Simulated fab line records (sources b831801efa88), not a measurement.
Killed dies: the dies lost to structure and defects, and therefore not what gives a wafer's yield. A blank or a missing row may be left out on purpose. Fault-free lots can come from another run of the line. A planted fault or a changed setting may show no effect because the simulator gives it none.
Matching of chambers | flow gf180mcu | 4 sister chambers for GF_V4_CMP_26 on cmp-01
The step polishes, stops on SiO2, t overpolish 15 s, target thk 0 nm. 8 wafers are shown with their chamber, then 12 later ones without.

== WAFERS, EACH WITH ITS CHAMBER ==
wafer  | chamber | motorCurrentA (A) | timeToEndpointS (s)
L083.1 | 0       | 11.3              | 86.2
L083.3 | 1       | 10.8              | 83.6
L085.1 | 2       | 10.6              | 85.6
L085.4 | 1       | 11.1              | 87.6
L085.5 | 2       | 10.9              | 86.7
L085.2 | 3       | 9.5               | 89.7
L085.3 | 0       | 10.5              | 87.1
L085.6 | 3       | 9.3               | 86.5

== WAFERS WHOSE CHAMBER IS MISSING ==
wafer  | motorCurrentA (A) | timeToEndpointS (s)
L095.1 | 10.8              | 83.7
L095.3 | 10.5              | 83.6
L095.6 | 10.8              | 86.6
L096.2 | 10.8              | 85.1
L096.3 | 9.5               | 90.3
L096.5 | 9.7               | 87.3
L096.1 | 11.8              | 84.3
L096.4 | 11.1              | 84.9
L096.6 | 11.4              | 85.6
L097.4 | 10.2              | 89.4
L097.5 | 11.4              | 87.1
L097.6 | 10.3              | 88.3

== CHAMBER TAKEN BY EACH ==
wafer  | from the rows above               | in truth
L095.1 | can't be placed: 1 or 2 or 0      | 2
L095.3 | can't be placed: 2 or 1 or 0      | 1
L095.6 | can't be placed: 2 or 0 or 1      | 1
L096.2 | can't be placed: 1 or 2 or 0      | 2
L096.3 | 3                                 | 3
L096.5 | 3                                 | 3
L096.1 | can't be placed: 1 or 0 or 2      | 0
L096.4 | can't be placed: 1 or 0 or 2      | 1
L096.6 | can't be placed: 1 or 0 or 2      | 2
L097.4 | can't be placed: 2 or 3 or 0 or 1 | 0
L097.5 | can't be placed: 0 or 1 or 2      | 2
L097.6 | can't be placed: 2 or 0 or 1 or 3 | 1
Correctly placed: 2 of 12. From these rows, 10 cannot be placed; in 10 the true chamber is one of the candidates. Number placed wrongly: 0.
How it was worked out, from the rows above alone: a wafer's distance from a chamber is the root of the sum, over the readings, of the square of ((its reading less the chamber's mean) divided by the reading's scatter). The wafer belongs to the nearest chamber; if the next one is less than 2 further off, it can't be placed. The mean given for a chamber averages the wafers shown for that chamber. The scatter: take each reading less its chamber's mean, square it, sum over the shown wafers, divide by the number of wafers less the number of chambers, and take the root.
